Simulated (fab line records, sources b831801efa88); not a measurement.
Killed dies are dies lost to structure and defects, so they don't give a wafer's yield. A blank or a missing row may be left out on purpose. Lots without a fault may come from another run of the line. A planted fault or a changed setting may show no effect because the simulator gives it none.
fab line records | flow gf180mcu
record lots=24 wafers=72 last_day=35
route steps=602 shown M1@330 V1@351 V3@452 V4@477 MIM@503
lots that met no fault: from a run of the same line without faults
start_h: hours from the record's first day to the start of the lot's first wafer shown | wait_h: hours since the lot's step before | " the same as in the row above | L1.1+2: a row that stands for several wafers | - no value, or no start given | * or withheld: withheld | < > ~ a bound
route shown NAME@n: a module of which the file shows steps, and the number in the route of the first | usual: mean/standard deviation of fault-free wafers | same: alike in all rows | chamber/n: place in a boat | sites: the reading at each site | _std_site: their standard deviation | _edge_site: outer sites' mean less inner sites' | radius_mm: how far each site lies from the wafer's centre | mask NAME#n: copy n | behind: the tool/chamber that last shaped the wafer | hold: why the lot was held/for how many hours/how that ended | device: the transistor (n, p or np) that didn't switch | end of line: the same wafers' tests at the end of the route | a step without rows: its recipe alone | killed: dies lost to structure and defects at the first sort, not the wafer's yield | map: a wafer's dies, x killed, . not, _ none there
set.NAME: the setting as run; set.NAME@STEP: as run at that earlier step | model.NAME: the simulator's own value behind a step, which no gauge read
steps of the route over a sample of lots; a table a step, a row a wafer
services: from which hour (start_h, from the record's first day; less than 0 if before it) a tool's chamber was out of use, for how many hours, and why
## steps
# step GF_M1_OVL_MEAS_15
# usual M1_OVL=-2/5.9
# columns lot.wafer tool chamber start_h wait_h M1_OVL[nm]
L074.2 overlay-02 - 409.85 0.1 -10
L074.3 " - " " -1
L074.4 " - " " -11
L075.4 overlay-02 - 419.01 0.1 2
L075.5 " - " " -6
L075.6 " - " " -5
L076.1 overlay-02 - 423.48 0.1 0
L076.2 " - " " -1
L076.3 " - " " 2
L077.1 overlay-01 - 439.34 0.1 2
L077.2 " - " " 1
L077.4 " - " " -1
L078.2 overlay-01 - 452.40 0.1 8
L078.4 " - " " 7
L078.6 " - " " 8
L079.1 overlay-02 - 460.39 0.1 -1
L079.3 " - " " -6
L079.4 " - " " 2
L080.1 overlay-02 - 460.74 0.1 -2
L080.2 " - " " -4
L080.5 " - " " -11
L081.1 overlay-01 - 476.69 0.1 -14
L081.5 " - " " -12
L081.6 " - " " -9
L082.2 overlay-02 - 477.05 0.1 1
L082.5 " - " " 0
L082.6 " - " " -5
L083.2 overlay-02 - 492.33 0.1 -6
L083.4 " - " " -7
L083.5 " - " " 4
L084.2 overlay-02 - 499.49 0.1 -8
L084.4 " - " " -8
L084.5 " - " " -14
L085.2 overlay-01 - 508.73 0.1 -5
L085.3 " - " " -5
L085.6 " - " " 3
L086.2 overlay-01 - 511.70 0.1 1
L086.4 " - " " 3
L086.6 " - " " 5
L087.1 overlay-02 - 519.72 0.1 -5
L087.3 " - " " -2
L087.4 " - " " 3
L088.1 overlay-01 - 527.04 0.1 2
L088.3 " - " " 3
L088.4 " - " " -2
L089.1 overlay-02 - 538.29 0.1 10
L089.2 " - " " 4
L089.5 " - " " 2
L090.4 overlay-01 - 543.01 0.1 -4
L090.5 " - " " 3
L090.6 " - " " -5
L091.1 overlay-01 - 553.09 0.1 1
L091.3 " - " " 8
L091.6 " - " " 12
L092.3 overlay-02 - 558.45 0.1 0
L092.4 " - " " -12
L092.6 " - " " -13
L093.1 overlay-01 - 562.89 0.1 1
L093.3 " - " " -5
L093.4 " - " " -14
L094.1 overlay-01 - 570.71 0.1 -5
L094.2 " - " " -12
L094.3 " - " " 0
L095.1 overlay-02 - 576.59 0.1 1
L095.3 " - " " -2
L095.6 " - " " 8
L096.2 overlay-02 - 583.99 0.1 -1
L096.4 " - " " 1
L096.5 " - " " -8
L097.3 overlay-02 - 594.25 0.1 -10
L097.5 " - " " -11
L097.6 " - " " -2
# step GF_V1_ETCH_16
# recipe chemistry=N2/H2 target_depth_a=withheld overetch_a=withheld time_s=withheld target=BARC ion_energy_ev=200 source_w=500 bias_w=100 pressure_mtorr=30 n2_flow_sccm=100 h2_flow_sccm=200
# usual drypump_motor_current_A=6.0/0.54 oes_product_au=0.854/0.0047 throttle_valve_pct=13.225/0.0094
# columns lot.wafer tool chamber start_h wait_h drypump_motor_current_A oes_product_au throttle_valve_pct
L074.2 rie_diel-03 1 436.62 0.0 6.5 0.857 13.215
L074.3 " 0 " " 6.1 0.853 13.230
L074.4 " 1 " " 6.5 0.852 13.207
L075.4 rie_diel-01 2 446.07 0.0 6.4 0.861 13.236
L075.5 " 2 " " 6.4 0.849 13.220
L075.6 " 1 " " 6.0 0.858 13.236
L076.1 rie_diel-03 1 449.98 0.0 6.5 0.848 13.231
L076.2 " 0 " " 6.1 0.859 13.227
L076.3 " 3 " " 6.2 0.855 13.226
L077.1 rie_diel-03 3 465.82 0.0 6.1 0.855 13.225
L077.2 " 0 " " 6.1 0.851 13.236
L077.4 " 2 " " 5.0 0.851 13.224
L078.2 rie_diel-01 1 478.73 0.0 6.0 0.848 13.229
L078.4 " 0 " " 5.6 0.856 13.240
L078.6 " 2 " " 6.4 0.857 13.223
L079.1 rie_diel-01 2 486.27 0.0 6.5 0.857 13.217
L079.3 " 3 " " 6.7 0.854 13.228
L079.4 " 0 " " 5.6 0.851 13.230
L080.1 rie_diel-03 3 486.72 0.0 6.2 0.864 13.205
L080.2 " 2 " " 5.0 0.856 13.221
L080.5 " 3 " " 6.2 0.855 13.219
L081.1 rie_diel-03 1 503.07 0.0 6.5 0.848 13.216
L081.5 " 0 " " 6.0 0.851 13.205
L081.6 " 1 " " 6.5 0.850 13.217
L082.2 rie_diel-01 2 503.42 0.0 6.4 0.852 13.219
L082.5 " 3 " " 6.8 0.853 13.218
L082.6 " 0 " " 5.5 0.853 13.227
L083.2 rie_diel-03 2 517.03 0.0 5.0 0.854 13.225
L083.4 " 3 " " 6.2 0.857 13.232
L083.5 " 2 " " 5.0 0.851 13.228
L084.2 rie_diel-02 1 523.84 0.0 6.3 0.852 13.211
L084.4 " 0 " " 5.8 0.847 13.229
L084.5 " 3 " " 5.3 0.856 13.230
L085.2 rie_diel-03 0 533.87 0.0 6.0 0.850 13.227
L085.3 " 1 " " 6.5 0.857 13.228
L085.6 " 3 " " 6.1 0.855 13.219
L086.2 rie_diel-03 0 536.42 0.0 6.1 0.857 13.228
L086.4 " 2 " " 5.0 0.864 13.222
L086.6 " 1 " " 6.5 0.850 13.235
L087.1 rie_diel-02 2 544.62 0.0 5.8 0.855 13.235
L087.3 " 0 " " 5.8 0.850 13.234
L087.4 " 1 " " 6.4 0.855 13.223
L088.1 rie_diel-02 2 551.33 0.0 5.9 0.854 13.229
L088.3 " 0 " " 5.8 0.856 13.232
L088.4 " 3 " " 5.3 0.861 13.215
L089.1 rie_diel-01 2 562.67 0.0 6.4 0.858 13.217
L089.2 " 0 " " 5.5 0.847 13.227
L089.5 " 3 " " 6.8 0.848 13.234
L090.4 rie_diel-03 2 567.13 0.0 5.0 0.855 13.235
L090.5 " 1 " " 6.5 0.854 13.225
L090.6 " 2 " " 5.0 0.857 13.224
L091.1 rie_diel-03 1 575.07 0.0 6.5 0.853 13.223
L091.3 " 2 " " 5.0 0.850 13.222
L091.6 " 3 " " 6.2 0.858 13.238
L092.3 rie_diel-01 1 579.53 0.0 6.0 0.852 13.224
L092.4 " 2 " " 6.4 0.857 13.220
L092.6 " 3 " " 6.8 0.850 13.239
L093.1 rie_diel-02 0 583.32 0.0 5.8 0.859 13.221
L093.3 " 2 " " 5.8 0.861 13.209
L093.4 " 3 " " 5.3 0.861 13.217
L094.1 rie_diel-01 2 592.52 0.0 6.4 0.854 13.234
L094.2 " 3 " " 6.8 0.857 13.214
L094.3 " 1 " " 6.0 0.853 13.218
L095.1 rie_diel-02 3 599.38 0.0 5.3 0.850 13.226
L095.3 " 1 " " 6.4 0.854 13.239
L095.6 " 1 " " 6.3 0.850 13.219
L096.2 rie_diel-03 1 606.87 0.0 6.5 0.849 13.219
L096.4 " 0 " " 6.1 0.855 13.213
L096.5 " 3 " " 6.2 0.858 13.230
L097.3 rie_diel-02 2 616.83 0.0 5.8 0.860 13.222
L097.5 " 2 " " 5.8 0.861 13.233
L097.6 " 1 " " 6.3 0.865 13.210
# step GF_V3_CVD_23
# recipe material=W target_thk_nm=350 time_s=104.9 temp_c=400 pressure_torr=40
# usual heater_power_w=882/22
# same time_s=104.9
# columns lot.wafer tool chamber start_h wait_h heater_power_w
L074.2 cvd_w-02 1 540.69 0.0 856
L074.3 " 1 " " 863
L074.4 " 0 " " 874
L075.4 cvd_w-01 0 550.60 0.1 842
L075.5 " 1 " " 879
L075.6 " 0 " " 845
L076.1 cvd_w-01 0 552.22 0.0 859
L076.2 " 1 " " 914
L076.3 " 1 " " 896
L077.1 cvd_w-02 1 567.44 0.0 855
L077.2 " 0 " " 894
L077.4 " 1 " " 881
L078.2 cvd_w-01 1 576.84 0.0 891
L078.4 " 0 " " 867
L078.6 " 0 " " 834
L079.1 cvd_w-01 1 581.99 0.0 885
L079.3 " 1 " " 922
L079.4 " 0 " " 850
L080.1 cvd_w-01 1 582.95 0.0 894
L080.2 " 0 " " 817
L080.5 " 0 " " 863
L081.1 cvd_w-01 0 598.97 0.0 847
L081.5 " 0 " " 864
L081.6 " 1 " " 928
L082.2 cvd_w-02 0 599.05 0.0 876
L082.5 " 0 " " 918
L082.6 " 1 " " 884
L083.2 cvd_w-02 1 611.38 0.0 918
L083.4 " 1 " " 869
L083.5 " 0 " " 876
L084.2 cvd_w-02 0 616.95 0.0 892
L084.4 " 1 " " 877
L084.5 " 1 " " 869
L085.2 cvd_w-01 1 627.18 0.0 909
L085.3 " 0 " " 858
L085.6 " 1 " " 929
L086.2 cvd_w-02 0 627.57 0.0 866
L086.4 " 1 " " 856
L086.6 " 1 " " 887
L087.1 cvd_w-02 0 636.76 0.0 899
L087.3 " 0 " " 896
L087.4 " 1 " " 878
L088.1 cvd_w-01 0 640.66 0.0 831
L088.3 " 0 " " 860
L088.4 " 1 " " 917
L089.1 cvd_w-02 1 650.43 0.0 880
L089.2 " 0 " " 878
L089.5 " 0 " " 884
L090.4 cvd_w-01 0 656.68 0.1 864
L090.5 " 0 " " 857
L090.6 " 1 " " 916
L091.1 cvd_w-02 0 664.52 0.0 876
L091.3 " 1 " " 892
L091.6 " 0 " " 875
L092.3 cvd_w-02 0 669.30 0.1 893
L092.4 " 1 " " 913
L092.6 " 0 " " 901
L093.1 cvd_w-02 1 671.54 0.0 911
L093.3 " 1 " " 887
L093.4 " 0 " " 888
L094.1 cvd_w-02 0 679.79 0.0 896
L094.2 " 1 " " 872
L094.3 " 0 " " 894
L095.1 cvd_w-02 1 687.72 0.0 881
L095.3 " 0 " " 881
L095.6 " 0 " " 893
L096.2 cvd_w-02 1 693.63 0.0 884
L096.4 " 0 " " 889
L096.5 " 1 " " 885
L097.3 cvd_w-01 0 703.77 0.1 866
L097.5 " 0 " " 858
L097.6 " 1 " " 893
# step GF_V4_THK_MEAS_01
# recipe reads=SiO2_of_V4_CVD_00
# usual V4_CVD_00_THK=600/6.2
# columns lot.wafer tool chamber start_h wait_h V4_CVD_00_THK[nm]
L074.2 film_metro-03 - 564.98 0.0 601
L074.3 " - " " 598
L074.4 " - " " 597
L075.4 film_metro-03 - 573.17 0.0 593
L075.5 " - " " 601
L075.6 " - " " 589
L076.1 film_metro-04 - 574.64 0.0 605
L076.2 " - " " 593
L076.3 " - " " 603
L077.1 film_metro-04 - 589.25 0.0 608
L077.2 " - " " 616
L077.4 " - " " 602
L078.2 film_metro-01 - 599.61 0.0 607
L078.4 " - " " 600
L078.6 " - " " 602
L079.1 film_metro-01 - 605.13 0.0 599
L079.3 " - " " 590
L079.4 " - " " 600
L080.1 film_metro-01 - 605.54 0.0 601
L080.2 " - " " 601
L080.5 " - " " 615
L081.1 film_metro-03 - 621.97 0.1 602
L081.5 " - " " 603
L081.6 " - " " 599
L082.2 film_metro-04 - 622.20 0.0 599
L082.5 " - " " 601
L082.6 " - " " 595
L083.2 film_metro-03 - 633.60 0.0 597
L083.4 " - " " 593
L083.5 " - " " 605
L084.2 film_metro-03 - 639.09 0.0 603
L084.4 " - " " 600
L084.5 " - " " 600
L085.2 film_metro-04 - 649.10 0.0 600
L085.3 " - " " 596
L085.6 " - " " 596
L086.2 film_metro-01 - 649.56 0.0 604
L086.4 " - " " 613
L086.6 " - " " 608
L087.1 film_metro-03 - 657.89 0.0 603
L087.3 " - " " 591
L087.4 " - " " 601
L088.1 film_metro-04 - 662.23 0.0 590
L088.3 " - " " 592
L088.4 " - " " 599
L089.1 film_metro-03 - 672.01 0.0 606
L089.2 " - " " 602
L089.5 " - " " 596
L090.4 film_metro-04 - 678.22 0.0 604
L090.5 " - " " 596
L090.6 " - " " 595
L091.1 film_metro-01 - 685.92 0.0 598
L091.3 " - " " 590
L091.6 " - " " 595
L092.3 film_metro-01 - 690.05 0.1 606
L092.4 " - " " 609
L092.6 " - " " 613
L093.1 film_metro-03 - 692.69 0.0 602
L093.3 " - " " 601
L093.4 " - " " 604
L094.1 film_metro-03 - 701.20 0.0 592
L094.2 " - " " 592
L094.3 " - " " 593
L095.1 film_metro-01 - 708.86 0.0 597
L095.3 " - " " 605
L095.6 " - " " 606
L096.2 film_metro-04 - 713.99 0.0 602
L096.4 " - " " 600
L096.5 " - " " 595
L097.3 film_metro-03 - 723.32 0.1 595
L097.5 " - " " 587
L097.6 " - " " 600
# step GF_V4_THK_MEAS_25
# recipe thk_meas_gauge=xrf reads=W_of_V4_CVD_23
# usual V4_W_THK=363/5.9
# columns lot.wafer tool chamber start_h wait_h V4_W_THK[nm]
L074.2 film_metro-01 - 585.78 0.1 367
L074.3 " - " " 366
L074.4 " - " " 356
L075.4 film_metro-04 - 595.68 0.1 371
L075.5 " - " " 364
L075.6 " - " " 371
L076.1 film_metro-03 - 596.77 0.1 372
L076.2 " - " " 362
L076.3 " - " " 369
L077.1 film_metro-04 - 612.50 0.1 365
L077.2 " - " " 352
L077.4 " - " " 364
L078.2 film_metro-01 - 622.88 0.1 362
L078.4 " - " " 363
L078.6 " - " " 361
L079.1 film_metro-03 - 628.12 0.1 372
L079.3 " - " " 358
L079.4 " - " " 371
L080.1 film_metro-01 - 628.17 0.1 349
L080.2 " - " " 360
L080.5 " - " " 355
L081.1 film_metro-03 - 643.90 0.1 361
L081.5 " - " " 371
L081.6 " - " " 362
L082.2 film_metro-03 - 644.41 0.1 372
L082.5 " - " " 372
L082.6 " - " " 368
L083.2 film_metro-04 - 655.36 0.1 361
L083.4 " - " " 359
L083.5 " - " " 360
L084.2 film_metro-04 - 660.38 0.1 367
L084.4 " - " " 363
L084.5 " - " " 353
L085.2 film_metro-04 - 671.02 0.1 356
L085.3 " - " " 361
L085.6 " - " " 363
L086.2 film_metro-01 - 671.44 0.1 366
L086.4 " - " " 359
L086.6 " - " " 363
L087.1 film_metro-01 - 679.67 0.1 362
L087.3 " - " " 347
L087.4 " - " " 364
L088.1 film_metro-04 - 683.27 0.1 362
L088.3 " - " " 365
L088.4 " - " " 366
L089.1 film_metro-01 - 692.64 0.1 369
L089.2 " - " " 369
L089.5 " - " " 367
L090.4 film_metro-03 - 699.58 0.1 372
L090.5 " - " " 375
L090.6 " - " " 369
L091.1 film_metro-03 - 707.83 0.1 368
L091.3 " - " " 366
L091.6 " - " " 368
L092.3 film_metro-03 - 711.54 0.1 366
L092.4 " - " " 368
L092.6 " - " " 367
L093.1 film_metro-04 - 713.69 0.1 363
L093.3 " - " " 366
L093.4 " - " " 368
L094.1 film_metro-01 - 721.35 0.1 361
L094.2 " - " " 357
L094.3 " - " " 353
L095.1 film_metro-03 - 729.24 0.1 368
L095.3 " - " " 366
L095.6 " - " " 363
L096.2 film_metro-04 - 734.37 0.1 360
L096.4 " - " " 362
L096.5 " - " " 364
L097.3 film_metro-04 - 743.38 0.1 359
L097.5 " - " " 367
L097.6 " - " " 361
# step GF_MIM_SPUTTER_00
# recipe material=Ti target_thk_nm=37.5 arriving_ion_energy_ev=80 substrate_temp_c=200 chamber_pressure_pa=2 power_w=4000 time_s=150
# usual throttle_valve_pct=29.7/1.2
# same time_s=150
# columns lot.wafer tool chamber start_h wait_h throttle_valve_pct
L074.2 pvd_sputter-01 - 586.13 0.1 30.2
L074.3 " - " " 31.0
L074.4 " - " " 29.1
L075.4 pvd_sputter-01 - 596.01 0.1 29.1
L075.5 " - " " 30.9
L075.6 " - " " 30.0
L076.1 pvd_sputter-01 - 597.13 0.2 30.5
L076.2 " - " " 31.1
L076.3 " - " " 30.3
L077.1 pvd_sputter-01 - 612.86 0.2 30.4
L077.2 " - " " 31.3
L077.4 " - " " 30.0
L078.2 pvd_sputter-01 - 623.23 0.1 30.4
L078.4 " - " " 30.6
L078.6 " - " " 30.3
L079.1 pvd_sputter-03 - 628.48 0.1 28.8
L079.3 " - " " 27.3
L079.4 " - " " 29.6
L080.1 pvd_sputter-01 - 628.53 0.1 30.9
L080.2 " - " " 30.5
L080.5 " - " " 30.4
L081.1 pvd_sputter-01 - 644.26 0.1 30.5
L081.5 " - " " 28.8
L081.6 " - " " 31.0
L082.2 pvd_sputter-01 - 644.76 0.1 30.5
L082.5 " - " " 30.6
L082.6 " - " " 29.2
L083.2 pvd_sputter-04 - 655.71 0.1 29.9
L083.4 " - " " 29.3
L083.5 " - " " 27.6
L084.2 pvd_sputter-04 - 660.73 0.2 29.2
L084.4 " - " " 29.7
L084.5 " - " " 27.6
L085.2 pvd_sputter-04 - 671.42 0.1 27.8
L085.3 " - " " 30.5
L085.6 " - " " 30.0
L086.2 pvd_sputter-03 - 671.79 0.2 29.6
L086.4 " - " " 27.7
L086.6 " - " " 31.3
L087.1 pvd_sputter-04 - 680.23 0.2 27.4
L087.3 " - " " 30.1
L087.4 " - " " 30.2
L088.1 pvd_sputter-04 - 683.92 0.2 29.9
L088.3 " - " " 27.7
L088.4 " - " " 29.1
L089.1 pvd_sputter-03 - 693.00 0.2 28.6
L089.2 " - " " 27.6
L089.5 " - " " 28.8
L090.4 pvd_sputter-01 - 699.91 0.1 30.0
L090.5 " - " " 30.3
L090.6 " - " " 29.2
L091.1 pvd_sputter-03 - 708.19 0.1 31.7
L091.3 " - " " 27.6
L091.6 " - " " 29.9
L092.3 pvd_sputter-03 - 711.88 0.1 29.0
L092.4 " - " " 27.5
L092.6 " - " " 31.3
L093.1 pvd_sputter-04 - 714.05 0.2 30.0
L093.3 " - " " 27.4
L093.4 " - " " 30.5
L094.1 pvd_sputter-04 - 721.71 0.1 29.1
L094.2 " - " " 29.9
L094.3 " - " " 29.9
L095.1 pvd_sputter-01 - 729.60 0.2 30.3
L095.3 " - " " 28.8
L095.6 " - " " 30.6
L096.2 pvd_sputter-03 - 734.72 0.2 27.7
L096.4 " - " " 29.9
L096.5 " - " " 31.4
L097.3 pvd_sputter-03 - 743.72 0.1 28.7
L097.5 " - " " 27.6
L097.6 " - " " 28.8
## services
# columns tool chamber start_h hours kind
cvd_w-02 1 421.84 15.1 repair
rie_diel-02 1 422.15 11.2 repair
rie_diel-03 3 433.75 13.9 repair
rie_diel-01 2 458.60 6.4 repair
pvd_sputter-04 - 469.47 1.9 repair
rie_diel-02 3 499.90 2.4 repair
rie_diel-02 3 519.65 2.0 repair
pvd_sputter-04 - 528.36 100.4 repair
pvd_sputter-01 - 539.03 2.9 repair
rie_diel-03 - 571.36 2.8 pm
pvd_sputter-01 - 593.55 0.6 repair
rie_diel-01 2 598.86 72.4 repair
pvd_sputter-03 - 602.32 6.1 repair
pvd_sputter-04 - 619.01 0.9 repair
rie_diel-03 1 623.72 5.0 repair
rie_diel-02 0 627.60 7.5 repair
rie_diel-01 - 637.35 3.9 repair
pvd_sputter-03 - 650.60 0.7 repair
cvd_w-01 - 660.90 0.5 repair
pvd_sputter-01 - 662.82 0.5 repair
rie_diel-01 0 663.17 4.6 repair
cvd_w-01 - 687.62 14.6 pm
pvd_sputter-01 - 697.10 1.8 repair
rie_diel-01 2 700.19 6.2 repair
## key
fault none
